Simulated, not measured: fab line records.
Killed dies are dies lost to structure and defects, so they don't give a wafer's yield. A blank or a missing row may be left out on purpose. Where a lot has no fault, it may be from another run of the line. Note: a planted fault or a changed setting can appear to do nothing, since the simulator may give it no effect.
fab line records + flow sfqLine
record
- lots=14
- wafers=42
- lastDay=92
route steps=325 shown I1@86 I2@103 I4@174 I5@238
lots with no fault: from the same line, run without faults
startH: hours from the record's opening day to when the first of the lot's shown wafers began + waitH: time in hours since the lot's previous step + " identical to the entry in the row above + L1.1+2: one row covering several wafers at once + - no value, or no start given + * or withheld: withheld + < > ~ a bound
route shown NAME@n: names a module that has steps shown in the file, with the first one's number in the route + usual: mean and standard deviation over wafers with no fault + same: alike in all rows + chamber/n: place in a boat + sites: readings site by site + _std_site: their standard deviation + _edge_site: inner sites' mean taken away from outer sites' mean + radiusMm: for every site, how far away it sits from the centre of the wafer + mask NAME#n: copy n + behind: the most recent tool/chamber to have shaped the wafer + hold: cause of the lot's hold/its duration in hours/its outcome + device: transistor that didn't switch, given as n, p or np + end of line: tests of these same wafers at the route's end + a step with no rows: only its recipe + killed: count of dies lost to structure and defects at first sort (not the wafer's yield) + map: a wafer's dies, x killed, . not, _ none there
set.NAME: the setting that was run; set.NAME@STEP: the one run at that earlier step + model.NAME: the simulator's own value behind a step, which no gauge read
one table for each step of the route and one row for each wafer, over a sample of lots
services: the hour from which a tool's chamber was out of use, counted from the record's first day as startH (under 0 if before that day), plus the number of hours and why
## steps
# step SFQ_TRILAYER_I1_VIA_STRIP_STRIP_053
# recipe
- gas=O2
- powerW=200
- platenTempC=40
- overashFraction=0.65
- chemistry=O2
- pressureMtorr=50
# usual
- drypumpMotorCurrentA=5.70/0.24
- oesProductAu=1.000/0.0076
| lot.wafer | tool        | chamber | startH | waitH | drypumpMotorCurrentA | oesProductAu | rfHoursCounterH |
|-----------|-------------|---------|--------|-------|----------------------|--------------|-----------------|
| L987.3    | rieMetal-01 | 1       | 717.52 | -     | 5.68                 | 0.992        | -               |
| L987.5    | "           | 1       | "      | "     | 5.73                 | 0.999        | -               |
| L987.6    | "           | 0       | "      | "     | 5.82                 | 1.005        | -               |
| L990.1    | rieMetal-01 | 0       | 746.24 | -     | 5.81                 | 1.003        | 138             |
| L990.3    | "           | 1       | "      | "     | 5.74                 | 0.992        | -               |
| L990.4    | "           | 0       | "      | "     | 5.81                 | 0.993        | -               |
| L991.1    | rieMetal-02 | 0       | 752.24 | -     | 5.98                 | 0.996        | 15              |
| L991.4    | "           | 0       | "      | "     | 6.00                 | 0.984        | -               |
| L991.6    | "           | 0       | "      | "     | 5.99                 | 1.006        | -               |
| L992.2    | rieMetal-03 | 0       | 754.64 | -     | 5.62                 | 0.987        | 23              |
| L992.3    | "           | 1       | "      | "     | 5.32                 | 1.006        | -               |
| L992.4    | "           | 0       | "      | "     | 5.61                 | 0.994        | -               |
| L994.3    | rieMetal-02 | 0       | 798.43 | -     | 5.99                 | 0.997        | -               |
| L994.5    | "           | 0       | "      | "     | 6.05                 | 1.005        | -               |
| L994.6    | "           | 1       | "      | "     | 5.74                 | 0.992        | -               |
| L995.2    | rieMetal-02 | 1       | 810.23 | -     | 5.74                 | 1.002        | 130             |
| L995.4    | "           | 0       | "      | "     | 5.94                 | 1.012        | -               |
| L995.6    | "           | 1       | "      | "     | 5.74                 | 1.007        | -               |
| L100.4    | rieMetal-03 | 0       | 856.28 | -     | 5.61                 | 0.988        | -               |
| L100.5    | "           | 1       | "      | "     | 5.32                 | 1.008        | -               |
| L100.6    | "           | 0       | "      | "     | 5.54                 | 1.000        | -               |
| L101.2    | rieMetal-02 | 1       | 864.48 | -     | 5.76                 | 1.014        | 3               |
| L101.5    | "           | 1       | "      | "     | 5.74                 | 1.014        | -               |
| L101.6    | "           | 0       | "      | "     | 5.95                 | 1.009        | -               |
| L103.3    | rieMetal-03 | 1       | 890.13 | -     | 5.31                 | 1.008        | -               |
| L103.4    | "           | 0       | "      | "     | 5.55                 | 0.988        | -               |
| L103.5    | "           | 0       | "      | "     | 5.61                 | 0.993        | -               |
| L106.2    | rieMetal-02 | 0       | 915.13 | -     | 5.99                 | 1.009        | 37              |
| L106.4    | "           | 0       | "      | "     | 5.99                 | 1.006        | -               |
| L106.5    | "           | 0       | "      | "     | 5.97                 | 0.987        | -               |
| L107.1    | rieMetal-02 | 1       | 922.46 | -     | 5.79                 | 1.002        | 10              |
| L107.4    | "           | 0       | "      | "     | 5.98                 | 0.994        | -               |
| L107.6    | "           | 0       | "      | "     | 5.97                 | 1.000        | -               |
| L108.3    | rieMetal-02 | 0       | 935.98 | -     | 5.98                 | 1.010        | -               |
| L108.5    | "           | 1       | "      | "     | 5.75                 | 0.989        | -               |
| L108.6    | "           | 0       | "      | "     | 6.00                 | 0.997        | -               |
| L109.1    | rieMetal-02 | 1       | 938.18 | -     | 5.75                 | 1.003        | 12              |
| L109.2    | "           | 0       | "      | "     | 5.97                 | 0.996        | 40              |
| L109.6    | "           | 0       | "      | "     | 5.95                 | 0.998        | -               |
| L110.1    | rieMetal-02 | 0       | 951.38 | -     | 6.03                 | 0.998        | 42              |
| L110.3    | "           | 1       | "      | "     | 5.78                 | 0.996        | -               |
| L110.5    | "           | 1       | "      | "     | 5.76                 | 0.997        | -               |
# step SFQ_TRILAYER_I2_DEP_PECVD_063
# recipe
- material=SiO2
- tempC=150
- timeS=111.11
- pressureTorr=2.4
- rfW=183.3
- precursor=SiH4/N2O
- targetThkNm=500
# usual
- heaterPowerW=90/13
- rfFwdPowerW=182.2/0.67
- showerheadVppV=840/48
- susceptorTempC=150.00/0.16
- throttleValvePct=24.0/1.2
| lot.wafer | tool     | chamber | startH  | waitH | heaterPowerW | rfFwdPowerW | showerheadVppV | susceptorTempC | throttleValvePct |
|-----------|----------|---------|---------|-------|--------------|-------------|----------------|----------------|------------------|
| L987.3    | pecvd-02 | 1       | 864.09  | 0.0   | 97           | 182.3       | 898            | 150.16         | 23.4             |
| L987.5    | "        | 1       | "       | "     | 98           | 182.7       | 896            | 150.10         | 23.6             |
| L987.6    | "        | 2       | "       | "     | 93           | 182.6       | 826            | 149.99         | 24.0             |
| L990.1    | pecvd-02 | 1       | 898.72  | 0.0   | 103          | 181.8       | 888            | 149.98         | 23.3             |
| L990.3    | "        | 0       | "       | "     | 91           | 182.2       | 798            | 149.92         | 22.4             |
| L990.4    | "        | 0       | "       | "     | 91           | 182.5       | 789            | 150.14         | 22.8             |
| L991.1    | pecvd-03 | 0       | 903.52  | 0.0   | 57           | 182.0       | 930            | 149.84         | 23.3             |
| L991.4    | "        | 2       | "       | "     | 110          | 181.3       | 824            | 150.21         | 27.8             |
| L991.6    | "        | 0       | "       | "     | 59           | 181.9       | 926            | 149.81         | 23.4             |
| L992.2    | pecvd-04 | 2       | 903.95  | 0.0   | 109          | 181.8       | 823            | 149.91         | 24.2             |
| L992.3    | "        | 0       | "       | "     | 84           | 182.9       | 782            | 150.15         | 24.2             |
| L992.4    | "        | 0       | "       | "     | 84           | 183.9       | 768            | 149.95         | 24.6             |
| L994.3    | pecvd-04 | 0       | 943.79  | 0.0   | 72           | 182.3       | 784            | 149.87         | 24.6             |
| L994.5    | "        | 0       | "       | "     | 75           | 181.7       | 776            | 149.93         | 24.5             |
| L994.6    | "        | 2       | "       | "     | 100          | 181.6       | 835            | 150.28         | 24.2             |
| L995.2    | pecvd-02 | 1       | 958.10  | 0.0   | 94           | 182.7       | 903            | 150.09         | 23.6             |
| L995.4    | "        | 0       | "       | "     | 89           | 182.5       | 798            | 150.05         | 22.7             |
| L995.6    | "        | 1       | "       | "     | 96           | 182.5       | 906            | 149.94         | 23.5             |
| L100.4    | pecvd-04 | 2       | 1010.52 | 0.0   | 101          | 181.3       | 830            | 149.89         | 24.5             |
| L100.5    | "        | 0       | "       | "     | 77           | 182.0       | 781            | 149.96         | 24.9             |
| L100.6    | "        | 1       | "       | "     | 69           | 254.8       | 978            | 150.16         | 24.9             |
| L101.2    | pecvd-04 | 2       | 1017.68 | 0.0   | 107          | 182.2       | 811            | 150.10         | 24.4             |
| L101.5    | "        | 2       | "       | "     | 111          | 182.4       | 825            | 149.86         | 24.9             |
| L101.6    | "        | 1       | "       | "     | 75           | 254.3       | 972            | 149.88         | 24.6             |
| L103.3    | pecvd-02 | 2       | 1042.88 | 0.0   | 85           | 182.7       | 815            | 150.26         | 24.6             |
| L103.4    | "        | 1       | "       | "     | 86           | 182.1       | 910            | 150.01         | 23.7             |
| L103.5    | "        | 2       | "       | "     | 87           | 182.3       | 800            | 150.14         | 24.5             |
| L106.2    | pecvd-03 | 1       | 1069.32 | 0.0   | 92           | 181.9       | 830            | 149.85         | 22.8             |
| L106.4    | "        | 2       | "       | "     | 104          | 182.0       | 832            | 150.14         | 25.0             |
| L106.5    | "        | 1       | "       | "     | 94           | 182.6       | 833            | 149.95         | 22.9             |
| L107.1    | pecvd-04 | 0       | 1077.09 | 0.0   | 79           | 182.8       | 778            | 149.95         | 25.1             |
| L107.4    | "        | 2       | "       | "     | 101          | 181.5       | 822            | 149.98         | 25.0             |
| L107.6    | "        | 1       | "       | "     | 104          | 182.7       | 835            | 150.05         | 24.7             |
| L108.3    | pecvd-03 | 1       | 1085.49 | 0.0   | 94           | 181.2       | 824            | 149.85         | 22.9             |
| L108.5    | "        | 0       | "       | "     | 66           | 181.9       | 909            | 150.02         | 22.4             |
| L108.6    | "        | 2       | "       | "     | 101          | 180.8       | 826            | 149.96         | 25.1             |
| L109.1    | pecvd-02 | 2       | 1089.11 | 0.0   | 91           | 182.6       | 813            | 149.98         | 24.6             |
| L109.2    | "        | 0       | "       | "     | 91           | 180.7       | 791            | 150.34         | 23.1             |
| L109.6    | "        | 0       | "       | "     | 76           | 183.0       | 770            | 150.24         | 23.2             |
| L110.1    | pecvd-02 | 1       | 1096.29 | 0.0   | 91           | 182.6       | 916            | 150.09         | 23.6             |
| L110.3    | "        | 1       | "       | "     | 93           | 183.3       | 923            | 150.11         | 24.1             |
| L110.5    | "        | 0       | "       | "     | 89           | 182.8       | 785            | 150.05         | 23.0             |
# step SFQ_TRILAYER_I2_CMP_CMP_064
# recipe
- material=SiO2
- downForcePsi=3
- platenRpm=60
- padVelocityMS=0.94248
# usual
- headPressurePsi=3.000/0.0073
- motorCurrentA=10.8/0.7
- timeToEndpointS=217/7.5
| lot.wafer | tool   | chamber | startH  | waitH | headPressurePsi | motorCurrentA | timeToEndpointS |
|-----------|--------|---------|---------|-------|-----------------|---------------|-----------------|
| L987.3    | cmp-01 | 3       | 864.17  | 0.0   | 3.007           | 10.4          | 215             |
| L987.5    | "      | 3       | 866.17  | 2.0   | 3.003           | 10.4          | 223             |
| L987.6    | "      | 0       | "       | "     | 3.008           | 11.0          | 216             |
| L990.4    | cmp-02 | 2       | 900.89  | 2.1   | 2.992           | 10.8          | 223             |
| L990.1    | "      | 3       | "       | "     | 3.004           | 10.9          | 220             |
| L990.3    | "      | 0       | "       | "     | 2.994           | 11.0          | 222             |
| L991.1    | cmp-02 | 1       | 904.89  | 1.3   | 3.014           | 11.2          | 223             |
| L991.4    | "      | 2       | "       | "     | 2.992           | 10.2          | 227             |
| L991.6    | "      | 3       | "       | "     | 3.003           | 11.2          | 228             |
| L992.3    | cmp-01 | 3       | 906.52  | 2.5   | 3.003           | 10.0          | 216             |
| L992.4    | "      | 0       | "       | "     | 2.998           | 10.9          | 216             |
| L992.2    | "      | 2       | 908.02  | 4.0   | 3.006           | 11.5          | 217             |
| L994.3    | cmp-02 | 0       | 945.98  | 2.2   | 3.000           | 11.7          | 216             |
| L994.5    | "      | 1       | "       | "     | 3.000           | 11.3          | 218             |
| L994.6    | "      | 2       | "       | "     | 2.987           | 10.1          | 218             |
| L995.4    | cmp-02 | 1       | 958.80  | 0.6   | 2.999           | 11.5          | 228             |
| L995.2    | "      | 3       | 959.80  | 1.7   | 3.005           | 10.9          | 212             |
| L995.6    | "      | 1       | 960.80  | 2.6   | 3.003           | 11.5          | 220             |
| L100.4    | cmp-02 | 1       | 1010.56 | 0.0   | 3.003           | 11.2          | 215             |
| L100.6    | "      | 1       | 1012.56 | 2.0   | 3.005           | 11.3          | 260             |
| L100.5    | "      | 2       | "       | "     | 2.994           | 10.5          | 211             |
| L101.2    | cmp-02 | 0       | 1018.76 | 1.0   | 3.010           | 11.2          | 208             |
| L101.5    | "      | 2       | 1019.76 | 2.0   | 3.017           | 10.6          | 218             |
| L101.6    | "      | 3       | "       | "     | 2.999           | 10.9          | 255             |
| L103.4    | cmp-02 | 2       | 1043.46 | 0.5   | 2.993           | 11.0          | 229             |
| L103.3    | "      | 0       | 1044.46 | 1.5   | 3.003           | 11.1          | 217             |
| L103.5    | "      | 1       | "       | "     | 3.006           | 11.3          | 233             |
| L106.4    | cmp-02 | 1       | 1069.40 | 0.0   | 3.006           | 11.3          | 226             |
| L106.2    | "      | 2       | "       | "     | 2.998           | 9.7           | 210             |
| L106.5    | "      | 2       | 1071.90 | 2.5   | 3.000           | 10.1          | 217             |
| L107.1    | cmp-01 | 2       | 1077.17 | 0.0   | 2.989           | 10.9          | 203             |
| L107.4    | "      | 1       | 1078.67 | 1.5   | 2.991           | 9.0           | 217             |
| L107.6    | "      | 2       | "       | "     | 3.000           | 11.1          | 209             |
| L108.3    | cmp-02 | 0       | 1086.07 | 0.5   | 3.004           | 10.8          | 219             |
| L108.5    | "      | 3       | 1087.57 | 2.0   | 2.999           | 11.1          | 223             |
| L108.6    | "      | 0       | "       | "     | 2.992           | 10.9          | 224             |
| L109.1    | cmp-01 | 0       | 1089.77 | 0.6   | 2.999           | 11.7          | 200             |
| L109.2    | "      | 2       | 1090.77 | 1.6   | 3.004           | 11.3          | 202             |
| L109.6    | "      | 1       | 1092.27 | 3.1   | 3.005           | 9.0           | 199             |
| L110.1    | cmp-02 | 2       | 1096.41 | 0.1   | 3.003           | 10.7          | 218             |
| L110.3    | "      | 0       | 1097.41 | 1.0   | 3.000           | 10.9          | 219             |
| L110.5    | "      | 2       | 1098.41 | 2.0   | 2.996           | 10.4          | 215             |
# step SFQ_TRILAYER_I4_VIA_BARC_OPEN_VIA_ETCH_146
# recipe
- maskMaterial=PR
- chemistry=O2
- targetDepthNm=125
- target=BARC
- sourceW=500
- biasW=80
- pressureMtorr=30
- timeS=41.7
# usual
- drypumpMotorCurrentA=6.0/0.39
- oesProductAu=0.685/0.0044
| lot.wafer | tool       | chamber | startH  | waitH | drypumpMotorCurrentA | oesProductAu | rfHoursCounterH |
|-----------|------------|---------|---------|-------|----------------------|--------------|-----------------|
| L987.3    | rieDiel-03 | 2       | 1402.65 | 0.0   | 6.0                  | 0.686        | 19              |
| L987.5    | "          | 3       | "       | "     | 5.5                  | 0.680        | -               |
| L987.6    | "          | 0       | "       | "     | 6.2                  | 0.685        | -               |
| L990.1    | rieDiel-03 | 1       | 1434.94 | 0.0   | 5.9                  | 0.686        | 11              |
| L990.3    | "          | 0       | "       | "     | 6.2                  | 0.674        | 18              |
| L990.4    | "          | 2       | "       | "     | 6.0                  | 0.683        | 19              |
| L991.1    | rieDiel-03 | 2       | 1448.50 | 0.0   | 5.9                  | 0.687        | 19              |
| L991.4    | "          | 1       | "       | "     | 5.9                  | 0.684        | 11              |
| L991.6    | "          | 3       | "       | "     | 5.5                  | 0.686        | -               |
| L992.2    | rieDiel-04 | 0       | 1461.70 | 0.0   | 5.8                  | 0.684        | 15              |
| L992.3    | "          | 2       | "       | "     | 5.1                  | 0.683        | 6               |
| L992.4    | "          | 1       | "       | "     | 6.1                  | 0.679        | 13              |
| L994.3    | rieDiel-03 | 3       | 1466.50 | 0.0   | 5.6                  | 0.688        | 13              |
| L994.5    | "          | 3       | "       | "     | 5.6                  | 0.680        | -               |
| L994.6    | "          | 0       | "       | "     | 6.2                  | 0.682        | -               |
| L995.2    | rieDiel-01 | 0       | 1474.90 | 0.0   | 5.6                  | 0.686        | 14              |
| L995.4    | "          | 1       | "       | "     | 6.6                  | 0.685        | 17              |
| L995.6    | "          | 2       | "       | "     | 5.9                  | 0.686        | -               |
| L100.4    | rieDiel-01 | 1       | 1517.02 | 0.0   | 6.7                  | 0.683        | 18              |
| L100.5    | "          | 1       | "       | "     | 6.7                  | 0.691        | -               |
| L100.6    | "          | 2       | "       | "     | 5.9                  | 0.686        | -               |
| L101.2    | rieDiel-04 | 1       | 1523.15 | 0.0   | 6.0                  | 0.688        | 14              |
| L101.5    | "          | 0       | "       | "     | 5.8                  | 0.690        | -               |
| L101.6    | "          | 1       | "       | "     | 6.1                  | 0.678        | -               |
| L103.3    | rieDiel-01 | 2       | 1556.20 | 0.0   | 5.9                  | 0.678        | 0               |
| L103.4    | "          | 1       | "       | "     | 6.7                  | 0.686        | 18              |
| L103.5    | "          | 3       | "       | "     | 6.4                  | 0.680        | -               |
| L106.2    | rieDiel-03 | 2       | 1582.26 | 0.0   | 6.0                  | 0.681        | 1               |
| L106.4    | "          | 3       | "       | "     | 5.5                  | 0.689        | -               |
| L106.5    | "          | 1       | "       | "     | 5.9                  | 0.685        | -               |
| L107.1    | rieDiel-01 | 3       | 1597.15 | 0.0   | 6.3                  | 0.685        | 19              |
| L107.4    | "          | 2       | "       | "     | 5.9                  | 0.685        | 1               |
| L107.6    | "          | 3       | "       | "     | 6.3                  | 0.683        | -               |
| L108.3    | rieDiel-04 | 3       | 1599.55 | 0.0   | 6.1                  | 0.688        | 6               |
| L108.5    | "          | 0       | "       | "     | 5.8                  | 0.683        | -               |
| L108.6    | "          | 1       | "       | "     | 6.0                  | 0.691        | -               |
| L109.1    | rieDiel-01 | 0       | 1601.95 | 0.0   | 5.6                  | 0.681        | 15              |
| L109.2    | "          | 1       | "       | "     | 6.7                  | 0.695        | 18              |
| L109.6    | "          | 2       | "       | "     | 5.9                  | 0.688        | -               |
| L110.1    | rieDiel-04 | 2       | 1604.35 | 0.0   | 5.1                  | 0.682        | 7               |
| L110.3    | "          | 1       | "       | "     | 6.0                  | 0.681        | 15              |
| L110.5    | "          | 0       | "       | "     | 5.8                  | 0.686        | -               |
# step SFQ_TRILAYER_I5_STRIP_STRIP_148
# recipe
- gas=O2
- powerW=200
- platenTempC=40
- overashFraction=0.65
- chemistry=O2
- pressureMtorr=50
# usual
- drypumpMotorCurrentA=5.49/0.29
- oesProductAu=1.001/0.006
| lot.wafer | tool        | chamber | startH  | waitH | drypumpMotorCurrentA | oesProductAu | rfHoursCounterH |
|-----------|-------------|---------|---------|-------|----------------------|--------------|-----------------|
| L987.3    | rieMetal-04 | 0       | 1647.03 | -     | 5.17                 | 1.011        | -               |
| L987.5    | "           | 0       | "       | "     | 5.17                 | 0.997        | -               |
| L987.6    | "           | 1       | "       | "     | 5.34                 | 1.006        | -               |
| L990.1    | rieMetal-02 | 0       | 1769.27 | -     | 5.98                 | 1.000        | 22              |
| L990.3    | "           | 0       | "       | "     | 5.96                 | 1.002        | -               |
| L990.4    | "           | 1       | "       | "     | 5.76                 | 0.997        | -               |
| L991.1    | rieMetal-03 | 1       | 1770.47 | -     | 5.33                 | 1.007        | 50              |
| L991.4    | "           | 1       | "       | "     | 5.34                 | 1.005        | -               |
| L991.6    | "           | 1       | "       | "     | 5.35                 | 1.008        | -               |
| L992.2    | rieMetal-02 | 0       | 1774.20 | -     | 5.98                 | 1.010        | 23              |
| L992.3    | "           | 0       | "       | "     | 5.97                 | 1.006        | -               |
| L992.4    | "           | 1       | "       | "     | 5.77                 | 1.004        | -               |
| L994.3    | rieMetal-04 | 1       | 1778.75 | -     | 5.34                 | 1.002        | -               |
| L994.5    | "           | 1       | "       | "     | 5.33                 | 1.013        | -               |
| L994.6    | "           | 0       | "       | "     | 5.17                 | 0.996        | -               |
| L995.2    | rieMetal-04 | 0       | 1780.95 | -     | 5.18                 | 0.998        | 65              |
| L995.4    | "           | 0       | "       | "     | 5.18                 | 0.994        | -               |
| L995.6    | "           | 0       | "       | "     | 5.17                 | 1.001        | -               |
| L100.4    | rieMetal-04 | 1       | 1793.15 | -     | 5.33                 | 1.006        | -               |
| L100.5    | "           | 0       | "       | "     | 5.16                 | 0.999        | -               |
| L100.6    | "           | 1       | "       | "     | 5.34                 | 1.005        | -               |
| L101.2    | rieMetal-02 | 0       | 1795.55 | -     | 5.98                 | 0.994        | -               |
| L101.5    | "           | 0       | "       | "     | 5.99                 | 1.002        | -               |
| L101.6    | "           | 0       | "       | "     | 6.00                 | 1.001        | -               |
| L103.3    | rieMetal-02 | 0       | 1964.66 | -     | 5.94                 | 1.005        | -               |
| L103.4    | "           | 1       | "       | "     | 5.75                 | 1.009        | -               |
| L103.5    | "           | 1       | "       | "     | 5.77                 | 1.006        | -               |
| L106.2    | rieMetal-04 | 0       | 1996.99 | -     | 5.17                 | 1.000        | 92              |
| L106.4    | "           | 0       | "       | "     | 5.18                 | 1.001        | -               |
| L106.5    | "           | 0       | "       | "     | 5.17                 | 1.010        | -               |
| L107.1    | rieMetal-03 | 0       | 2008.99 | -     | 5.58                 | 0.996        | 65              |
| L107.4    | "           | 1       | "       | "     | 5.31                 | 1.008        | -               |
| L107.6    | "           | 0       | "       | "     | 5.59                 | 1.009        | -               |
| L108.3    | rieMetal-04 | 0       | 2012.79 | -     | 5.18                 | 0.996        | -               |
| L108.5    | "           | 1       | "       | "     | 5.34                 | 0.995        | -               |
| L108.6    | "           | 0       | "       | "     | 5.18                 | 0.998        | -               |
| L109.1    | rieMetal-02 | 1       | 2014.99 | -     | 5.76                 | 0.993        | 28              |
| L109.2    | "           | 1       | "       | "     | 5.76                 | 1.005        | -               |
| L109.6    | "           | 1       | "       | "     | 5.73                 | 0.984        | -               |
| L110.1    | rieMetal-04 | 0       | 2017.39 | -     | 5.17                 | 1.008        | 95              |
| L110.3    | "           | 1       | "       | "     | 5.37                 | 0.990        | -               |
| L110.5    | "           | 1       | "       | "     | 5.34                 | 0.995        | -               |
## services
| tool        | chamber | startH  | hours | kind   |
|-------------|---------|---------|-------|--------|
| cmp-02      | -       | 746.43  | 4.0   | pm     |
| cmp-02      | -       | 794.47  | 0.8   | repair |
| cmp-02      | -       | 795.81  | 1.0   | repair |
| cmp-02      | -       | 928.33  | 0.3   | repair |
| cmp-02      | -       | 949.88  | 5.4   | pm     |
| cmp-02      | -       | 961.81  | 15.5  | pm     |
| cmp-02      | -       | 977.30  | 6.7   | pm     |
| rieMetal-02 | -       | 1031.80 | 1.4   | pm     |
| cmp-02      | -       | 1088.57 | 4.0   | pm     |
| cmp-02      | -       | 1124.40 | 0.7   | repair |
| cmp-02      | -       | 1221.10 | 1.9   | repair |
| cmp-02      | -       | 1227.74 | 0.5   | repair |
| cmp-02      | -       | 1331.30 | 5.1   | pm     |
| rieMetal-02 | -       | 1411.80 | 2.8   | pm     |
| cmp-02      | -       | 1429.54 | 4.0   | pm     |
| cmp-02      | -       | 1522.99 | 5.7   | repair |
| cmp-02      | -       | 1526.82 | 0.4   | repair |
| cmp-02      | -       | 1597.52 | 0.3   | repair |
| cmp-02      | -       | 1610.03 | 6.4   | pm     |
| cmp-02      | -       | 1699.98 | 4.6   | pm     |
| rieMetal-02 | -       | 1739.97 | 1.6   | repair |
| cmp-02      | -       | 1771.98 | 4.0   | pm     |
| rieMetal-02 | 1       | 1859.19 | 11.2  | repair |
| rieMetal-02 | 0       | 2006.28 | 15.7  | repair |
## key
firstSign
- step=SFQ_TRILAYER_I2_DEP_PECVD_063
- reading=rfFwdPowerW
- direction=up
- sigmas=99+
- usual=182.2
- struck=254.5
effect
- step=SFQ_TRILAYER_I2_DEP_PECVD_063
- reading=showerheadVppV
- direction=up
- sigmas=2.8
- usual=840
- struck=975
effect
- step=SFQ_TRILAYER_I2_CMP_CMP_064
- reading=timeToEndpointS
- direction=up
- sigmas=5.4
- usual=*
- struck=*
metAt SFQ_TRILAYER_I2_DEP_PECVD_063
struckLots L100,L101
struckWafers L100.6,L101.6
notActingAt SFQ_TRILAYER_I1_VIA_STRIP_STRIP_053,SFQ_TRILAYER_I4_VIA_BARC_OPEN_VIA_ETCH_146,SFQ_TRILAYER_I5_STRIP_STRIP_148
fault
- kind=processParameterDrift
- tool=pecvd-04
- chamber=1
- onsetH=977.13
- steps=SFQ_TRILAYER_I2_DEP_PECVD_063
- channel=rfW
- offset=73.32
- shape=step
- endH=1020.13
- actsIn=theseRecipesOnly
- stated=183.3
